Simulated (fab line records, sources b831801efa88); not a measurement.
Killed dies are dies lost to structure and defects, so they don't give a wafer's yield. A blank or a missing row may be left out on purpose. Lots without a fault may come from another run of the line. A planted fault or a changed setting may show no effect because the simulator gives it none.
fab line records | flow sfq_line
record lots=5 wafers=15 last_day=93
route steps=325 shown M6@255 I6@266 M7@281
lots that met no fault: from a run of the same line without faults
start_h: hours from the record's first day to the start of the lot's first wafer shown | wait_h: hours since the lot's step before | " the same as in the row above | L1.1+2: a row that stands for several wafers | - no value, or no start given | * or withheld: withheld | < > ~ a bound
route shown NAME@n: a module of which the file shows steps, and the number in the route of the first | usual: mean/standard deviation of fault-free wafers | same: alike in all rows | chamber/n: place in a boat | sites: the reading at each site | _std_site: their standard deviation | _edge_site: outer sites' mean less inner sites' | radius_mm: how far each site lies from the wafer's centre | mask NAME#n: copy n | behind: the tool/chamber that last shaped the wafer | hold: why the lot was held/for how many hours/how that ended | device: the transistor (n, p or np) that didn't switch | end of line: the same wafers' tests at the end of the route | a step without rows: its recipe alone | killed: dies lost to structure and defects at the first sort, not the wafer's yield | map: a wafer's dies, x killed, . not, _ none there
set.NAME: the setting as run; set.NAME@STEP: as run at that earlier step | model.NAME: the simulator's own value behind a step, which no gauge read
lots at some steps of the route; a table a step, a row a wafer
services: from which hour (start_h, from the record's first day; less than 0 if before it) a tool's chamber was out of use, for how many hours, and why
## steps
# step SFQ_TRILAYER_M6_LITHO_COAT_164
# recipe resist=BARC spin_rpm=3000 resist_thk_nm=62
# step SFQ_TRILAYER_M6_LITHO_COAT_159
# recipe resist=KrF spin_rpm=3000 resist_thk_nm=600
# step SFQ_TRILAYER_M6_LITHO_SOFTBAKE_163
# recipe temp_c=withheld time_s=withheld resist=KrF
# step SFQ_TRILAYER_M6_LITHO_EXPOSE_160
# recipe mask_id=M6 na=0.6 source_shape=conventional sigma_outer=0.65 target_cd_nm=500 dose_mj=14.4
# step SFQ_TRILAYER_M6_LITHO_PEB_162
# recipe peb_temp_c=115 peb_time_s=58.65 resist=KrF
# step SFQ_TRILAYER_M6_LITHO_DEVELOP_161
# recipe time_s=60 resist=KrF
# step SFQ_M6_OVL_MEAS_940
# usual M6_OVL=1/5.3
# columns lot.wafer tool chamber start_h wait_h M6_OVL[nm]
L105.2 overlay-02 - 1729.44 0.1 0
L105.3 " - " " 0
L105.4 " - " " -4
L106.2 overlay-02 - 1734.24 0.1 5
L106.3 " - " " 11
L106.4 " - " " 7
L115.1 overlay-01 - 1805.80 0.1 -2
L115.3 " - " " -4
L115.4 " - " " 6
L118.3 overlay-02 - 1924.33 0.1 -2
L118.5 " - " " -3
L118.6 " - " " -3
L122.3 overlay-02 - 1950.71 0.1 3
L122.4 " - " " 9
L122.5 " - " " 9
# step SFQ_TRILAYER_M6_BARC_OPEN_METAL_ETCH_206
# recipe mask_material=PR chemistry=O2 target_depth_nm=125 target=BARC icp_w=600 bias_w=80 pressure_mtorr=10 time_s=41.7
# usual drypump_motor_current_A=5.97/0.3 oes_product_au=0.684/0.0048
# columns lot.wafer tool chamber start_h wait_h drypump_motor_current_A oes_product_au rf_hours_counter_h
L105.2 rie_metal-01 0 1729.47 0.0 5.62 0.688 30
L105.3 " 0 " " 5.61 0.687 -
L105.4 " 1 " " 5.89 0.682 -
L106.2 rie_metal-01 1 1734.27 0.0 5.90 0.692 68
L106.3 " 0 " " 5.63 0.683 -
L106.4 " 1 " " 5.88 0.691 -
L115.1 rie_metal-03 0 1805.83 0.0 6.36 0.679 55
L115.3 " 1 " " 5.83 0.688 -
L115.4 " 0 " " 6.35 0.684 -
L118.3 rie_metal-04 0 1924.38 0.0 5.68 0.680 -
L118.5 " 0 " " 5.68 0.683 -
L118.6 " 1 " " 6.38 0.679 -
L122.3 rie_metal-01 1 1950.75 0.0 5.85 0.681 -
L122.4 " 0 " " 5.64 0.685 -
L122.5 " 0 " " 5.67 0.683 -
# step SFQ_TRILAYER_M6_ETCH_METAL_ETCH_162
# recipe target=Nb stop_on=SiO2 mask_material=PR chemistry=Cl2/Ar target_depth_nm=240 icp_w=600 bias_w=80 pressure_mtorr=10 time_s=120
# step SFQ_TRILAYER_M6_STRIP_STRIP_163
# recipe gas=O2 power_w=200 platen_temp_c=40 overash_fraction=0.65 chemistry=O2 pressure_mtorr=50
# usual drypump_motor_current_A=5.96/0.3 oes_product_au=1.000/0.0073
# same overash_fraction=0.65
# columns lot.wafer tool chamber start_h wait_h drypump_motor_current_A oes_product_au rf_hours_counter_h
L105.2 rie_metal-01 0 1729.65 0.1 5.62 1.002 30
L105.3 " 0 " " 5.61 1.008 -
L105.4 " 1 " " 5.88 1.015 -
L106.2 rie_metal-01 1 1734.45 0.1 5.87 1.017 69
L106.3 " 0 " " 5.65 0.995 -
L106.4 " 1 " " 5.90 1.012 -
L115.1 rie_metal-03 0 1806.02 0.1 6.34 0.997 55
L115.3 " 1 " " 5.82 1.008 -
L115.4 " 0 " " 6.34 1.003 -
L118.3 rie_metal-04 0 1924.74 0.2 5.68 0.990 -
L118.5 " 0 " " 5.70 1.000 -
L118.6 " 1 " " 6.37 0.996 -
L122.3 rie_metal-01 1 1951.11 0.2 5.88 1.000 -
L122.4 " 0 " " 5.62 0.997 -
L122.5 " 0 " " 5.66 1.008 -
# step SFQ_TRILAYER_M6_STRIP_SOLV_CLEAN_164
# recipe chemistry=NMP temp_c=70 time_s=600
# step SFQ_TRILAYER_I6_DEP_PECVD_165
# recipe material=SiO2 temp_c=150 time_s=111.11 pressure_torr=2.4 rf_w=183.3 precursor=SiH4/N2O target_thk_nm=500
# usual heater_power_w=90/18 throttle_valve_pct=24.5/1.6
# columns lot.wafer tool chamber start_h wait_h heater_power_w throttle_valve_pct
L105.2 pecvd-04 0 1730.43 0.0 79 26.4
L105.3 " 1 " " 122 24.7
L105.4 " 0 " " 83 26.4
L106.2 pecvd-01 0 1735.23 0.0 84 26.3
L106.3 " 2 " " 75 23.4
L106.4 " 0 " " 87 26.2
L115.1 pecvd-03 2 1806.97 0.0 101 22.3
L115.3 " 0 " " 58 23.0
L115.4 " 1 " " 86 23.0
L118.3 pecvd-03 0 1925.32 0.0 69 23.0
L118.5 " 0 " " 53 22.9
L118.6 " 1 " " 96 23.2
L122.3 pecvd-03 1 1951.69 0.0 100 23.1
L122.4 " 2 " " 101 22.4
L122.5 " 0 " " 66 23.1
# step SFQ_TRILAYER_I6_CMP_CMP_166
# recipe material=SiO2 down_force_psi=3 platen_rpm=60 pad_velocity_m_s=0.94248
# usual motor_current_A=10.1/0.97 platen_rpm=59.99/0.04 time_to_endpoint_s=216/7
# columns lot.wafer tool chamber start_h wait_h motor_current_A platen_rpm time_to_endpoint_s model.SiO2_of_TRILAYER_I6_DEP_PECVD_165.thk_nm
L105.2 cmp-02 0 1730.55 0.1 8.9 59.98 215 200.7
L105.4 " 2 1731.55 1.0 10.8 60.01 214 199.8
L105.3 " 3 " " 9.5 59.96 218 200.4
L106.3 cmp-01 3 1735.31 0.0 9.6 60.02 204 198.8
L106.4 " 1 1736.31 1.0 9.7 59.95 210 199.8
L106.2 " 2 " " 10.9 60.04 208 199.3
L115.4 cmp-02 3 1809.55 2.5 9.2 59.96 217 200.1
L115.3 " 1 1810.55 3.5 11.8 59.90 209 199.5
L115.1 " 2 " " 11.4 60.04 206 198.6
L118.3 cmp-02 0 1927.47 2.1 9.0 59.95 212 200.8
L118.6 " 1 " " 11.6 60.03 213 198.8
L118.5 " 2 " " 11.6 59.99 218 199.4
L122.3 cmp-01 3 1952.47 0.7 9.6 59.95 202 219.8
L122.4 " 2 1953.97 2.2 10.1 59.95 206 219.7
L122.5 " 0 1954.97 3.2 9.8 60.01 212 220.1
# step SFQ_I6_BOW_MEAS_941
# recipe mode=bow
# usual I6_BOW=7/12
# columns lot.wafer tool chamber start_h wait_h I6_BOW[um]
L105.2 film_metro-03 - 1733.57 2.5 7
L105.3 " - " " 16
L105.4 " - " " 27
L106.2 film_metro-04 - 1738.33 1.0 -2
L106.3 " - " " 10
L106.4 " - " " 4
L115.1 film_metro-03 - 1812.55 1.0 13
L115.3 " - " " 34
L115.4 " - " " 10
L118.3 film_metro-01 - 1929.01 1.0 39
L118.5 " - " " 34
L118.6 " - " " 30
L122.3 film_metro-04 - 1955.51 2.5 -5
L122.4 " - " " 3
L122.5 " - " " -8
# step SFQ_TRILAYER_I6_METRO_MEASURE_167
# usual thk_nm=200.1/0.93
# columns lot.wafer tool chamber start_h wait_h thk_nm
L105.2 film_metro-03 - 1733.87 0.3 200.6
L105.3 " - " " 200.3
L105.4 " - " " 200.0
L106.2 film_metro-04 - 1738.63 0.3 199.4
L106.3 " - " " 198.9
L106.4 " - " " 199.9
L115.1 film_metro-03 - 1812.67 0.1 198.5
L115.3 " - " " 199.5
L115.4 " - " " 200.0
L118.3 film_metro-01 - 1929.49 0.5 200.8
L118.5 " - " " 199.5
L118.6 " - " " 198.7
L122.3 film_metro-04 - 1955.99 0.5 219.6
L122.4 " - " " 219.7
L122.5 " - " " 220.0
# step SFQ_TRILAYER_I6_VIA_LITHO_COAT_174
# recipe resist=BARC spin_rpm=3000 resist_thk_nm=62
# step SFQ_TRILAYER_I6_VIA_LITHO_COAT_169
# recipe resist=KrF spin_rpm=3000 resist_thk_nm=650
# step SFQ_TRILAYER_I6_VIA_LITHO_SOFTBAKE_173
# recipe temp_c=withheld time_s=withheld resist=KrF
# step SFQ_TRILAYER_I6_VIA_LITHO_EXPOSE_170
# recipe mask_id=I6 na=0.6 source_shape=conventional sigma_outer=0.65 target_cd_nm=700 dose_mj=21.3
# step SFQ_TRILAYER_I6_VIA_LITHO_PEB_172
# recipe peb_temp_c=115 peb_time_s=60 resist=KrF
# step SFQ_TRILAYER_I6_VIA_LITHO_DEVELOP_171
# recipe time_s=60 resist=KrF
# step SFQ_I6_OVL_MEAS_942
# usual I6_OVL=2/6.9
# columns lot.wafer tool chamber start_h wait_h I6_OVL[nm]
L105.2 overlay-01 - 1824.50 0.1 8
L105.3 " - " " 7
L105.4 " - " " 4
L106.2 overlay-02 - 1853.82 0.1 -5
L106.3 " - " " -4
L106.4 " - " " -7
L115.1 overlay-02 - 1909.89 0.1 0
L115.3 " - " " -2
L115.4 " - " " -10
L118.3 overlay-02 - 1932.55 0.1 8
L118.5 " - " " 6
L118.6 " - " " 10
L122.3 overlay-01 - 1959.93 0.1 -2
L122.4 " - " " -1
L122.5 " - " " 2
# step SFQ_TRILAYER_I6_VIA_BARC_OPEN_VIA_ETCH_235
# recipe mask_material=PR chemistry=O2 target_depth_nm=125 target=BARC source_w=500 bias_w=80 pressure_mtorr=30 time_s=43.26
# usual drypump_motor_current_A=6.0/0.38 oes_product_au=0.681/0.0048
# columns lot.wafer tool chamber start_h wait_h drypump_motor_current_A oes_product_au rf_hours_counter_h
L105.2 rie_diel-04 0 1824.53 0.0 6.0 0.689 19
L105.3 " 2 " " 6.2 0.679 18
L105.4 " 1 " " 5.3 0.673 14
L106.2 rie_diel-03 3 1853.85 0.0 6.2 0.679 2
L106.3 " 1 " " 5.5 0.685 20
L106.4 " 0 " " 6.4 0.683 13
L115.1 rie_diel-04 3 1909.93 0.0 5.5 0.685 8
L115.3 " 0 " " 6.0 0.685 0
L115.4 " 1 " " 5.3 0.675 15
L118.3 rie_diel-04 2 1932.57 0.0 6.2 0.679 1
L118.5 " 0 " " 6.0 0.685 -
L118.6 " 1 " " 5.3 0.685 -
L122.3 rie_diel-03 0 1959.95 0.0 6.4 0.689 15
L122.4 " 0 " " 6.4 0.672 -
L122.5 " 3 " " 6.2 0.685 -
# step SFQ_TRILAYER_I6_VIA_ETCH_VIA_ETCH_172
# recipe target=SiO2 stop_on=Nb mask_material=PR taper_deg=20 chemistry=CHF3 target_depth_nm=260 source_w=500 bias_w=80 pressure_mtorr=30 time_s=withheld
# usual drypump_motor_current_A=6.0/0.38 oes_product_au=0.854/0.0051
# columns lot.wafer tool chamber start_h wait_h drypump_motor_current_A oes_product_au model.etch.depth_nm model.I6.feature_depth_nm
L105.2 rie_diel-04 0 1824.57 0.0 6.0 0.858 200.6 200.6
L105.3 " 2 " " 6.2 0.859 200.4 200.4
L105.4 " 1 " " 5.3 0.852 199.8 199.8
L106.2 rie_diel-03 3 1853.89 0.0 6.2 0.849 199.3 199.3
L106.3 " 1 " " 5.5 0.856 198.8 198.8
L106.4 " 0 " " 6.4 0.856 199.8 199.8
L115.1 rie_diel-04 3 1909.97 0.0 5.6 0.856 198.6 198.6
L115.3 " 0 " " 6.0 0.855 199.5 199.5
L115.4 " 1 " " 5.3 0.851 200.1 200.1
L118.3 rie_diel-04 2 1932.61 0.0 6.2 0.851 200.8 200.8
L118.5 " 0 " " 6.0 0.862 199.4 199.4
L118.6 " 1 " " 5.3 0.848 198.8 198.8
L122.3 rie_diel-03 0 1959.99 0.0 6.4 0.904 219.7 219.7
L122.4 " 0 " " 6.4 0.893 219.6 219.6
L122.5 " 3 " " 6.2 0.905 220.1 220.1
# step SFQ_TRILAYER_I6_VIA_STRIP_STRIP_173
# recipe gas=O2 power_w=200 platen_temp_c=40 overash_fraction=0.65 chemistry=O2 pressure_mtorr=50
# usual drypump_motor_current_A=6.0/0.33 oes_product_au=0.997/0.0075
# same overash_fraction=0.65
# columns lot.wafer tool chamber start_h wait_h drypump_motor_current_A oes_product_au rf_hours_counter_h
L105.2 rie_metal-02 0 1824.68 - 5.5 0.986 64
L105.3 " 1 " " 6.0 0.984 -
L105.4 " 0 " " 5.5 0.983 -
L106.2 rie_metal-02 0 1854.01 - 5.4 0.997 67
L106.3 " 1 " " 6.0 0.992 -
L106.4 " 0 " " 5.5 0.987 -
L115.1 rie_metal-03 0 1910.08 - 6.3 1.004 69
L115.3 " 0 " " 6.3 0.998 -
L115.4 " 1 " " 5.8 0.995 -
L118.3 rie_metal-04 1 1932.93 - 6.4 0.990 -
L118.5 " 1 " " 6.4 1.007 -
L118.6 " 0 " " 5.7 0.992 -
L122.3 rie_metal-04 0 1960.30 - 5.7 0.998 -
L122.4 " 1 " " 6.4 0.991 -
L122.5 " 0 " " 5.7 0.991 -
# step SFQ_TRILAYER_I6_VIA_STRIP_SOLV_CLEAN_174
# recipe chemistry=NMP temp_c=70 time_s=600
# step SFQ_TRILAYER_M7_DEP_PRE_CLEAN_176
# recipe gas=Ar time_s=22.5 bias_v=250
# columns lot.wafer tool chamber start_h wait_h model.SiO2_of_TRILAYER_I6_DEP_PECVD_165.thk_nm
L105.2 pvd_sputter-05 - 1825.46 0.0 193.1
L105.3 " - " " 192.9
L105.4 " - " " 192.3
L106.2 pvd_sputter-05 - 1854.80 0.0 191.8
L106.3 " - " " 191.3
L106.4 " - " " 192.3
L115.1 pvd_sputter-03 - 1910.86 0.0 191.1
L115.3 " - " " 192
L115.4 " - " " 192.6
L118.3 pvd_sputter-06 - 1933.50 0.0 193.3
L118.5 " - " " 191.9
L118.6 " - " " 191.3
L122.3 pvd_sputter-03 - 1960.88 0.0 212.2
L122.4 " - " " 212.1
L122.5 " - " " 212.6
# step SFQ_TRILAYER_M7_DEP_SPUTTER_175
# recipe material=Nb base_pressure_pa=1.33e-06 chamber_pressure_pa=0.1333 substrate_temp_c=20 target_thk_nm=200 power_w=2000 time_s=133.3
## services
# columns tool chamber start_h hours kind
pvd_sputter-03 - 1712.21 4.1 repair
rie_diel-04 3 1715.01 1.3 repair
cmp-02 - 1736.11 17.8 repair
rie_metal-01 1 1739.91 20.6 repair
rie_diel-04 1 1748.40 19.6 repair
rie_diel-03 - 1752.95 0.3 repair
rie_metal-03 1 1763.47 5.0 repair
rie_diel-04 1 1769.67 5.1 repair
cmp-02 - 1824.60 7.4 pm
rie_diel-03 - 1832.42 0.4 repair
rie_diel-03 1 1842.24 1.8 repair
rie_metal-03 - 1844.59 0.3 repair
rie_diel-03 1 1863.77 3.5 repair
rie_diel-04 0 1869.19 2.8 repair
rie_diel-03 2 1871.99 2.0 repair
rie_metal-01 1 1904.63 17.5 repair
pecvd-03 2 1906.58 10.4 repair
pecvd-03 0 1914.57 3.9 repair
cmp-02 - 1938.41 4.0 pm
cmp-02 - 1940.87 1.4 repair
rie_metal-04 - 1940.87 0.6 repair
rie_diel-03 0 1941.48 1.9 repair
rie_metal-04 - 1942.94 0.1 repair
rie_diel-03 2 1956.04 7.9 repair
## key
first_sign step=SFQ_TRILAYER_I6_METRO_MEASURE_167 reading=thk_nm direction=up sigmas=21 usual=200.1 struck=219.8
effect step=SFQ_TRILAYER_I6_VIA_ETCH_VIA_ETCH_172 reading=oes_product_au direction=up sigmas=9.2 usual=0.854 struck=0.901
model_effect step=SFQ_TRILAYER_I6_CMP_CMP_166 value=SiO2_of_TRILAYER_I6_DEP_PECVD_165.thk_nm without=199.9 struck=219.9
model_effect step=SFQ_TRILAYER_I6_VIA_ETCH_VIA_ETCH_172 value=etch.depth_nm without=199.8 struck=219.8
model_effect step=SFQ_TRILAYER_M7_DEP_PRE_CLEAN_176 value=SiO2_of_TRILAYER_I6_DEP_PECVD_165.thk_nm without=192.3 struck=212.3
met_at SFQ_TRILAYER_I6_CMP_CMP_166
struck_wafers L122.3,L122.4,L122.5
onset_between 1735.31 1952.47
also_fits time
fault kind=process_parameter_drift tool=cmp-01 chamber=- onset_h=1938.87 steps=SFQ_TRILAYER_I6_CMP_CMP_166 channel=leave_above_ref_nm offset=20 shape=step end_h=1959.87 acts_in=these_recipes_only stated=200
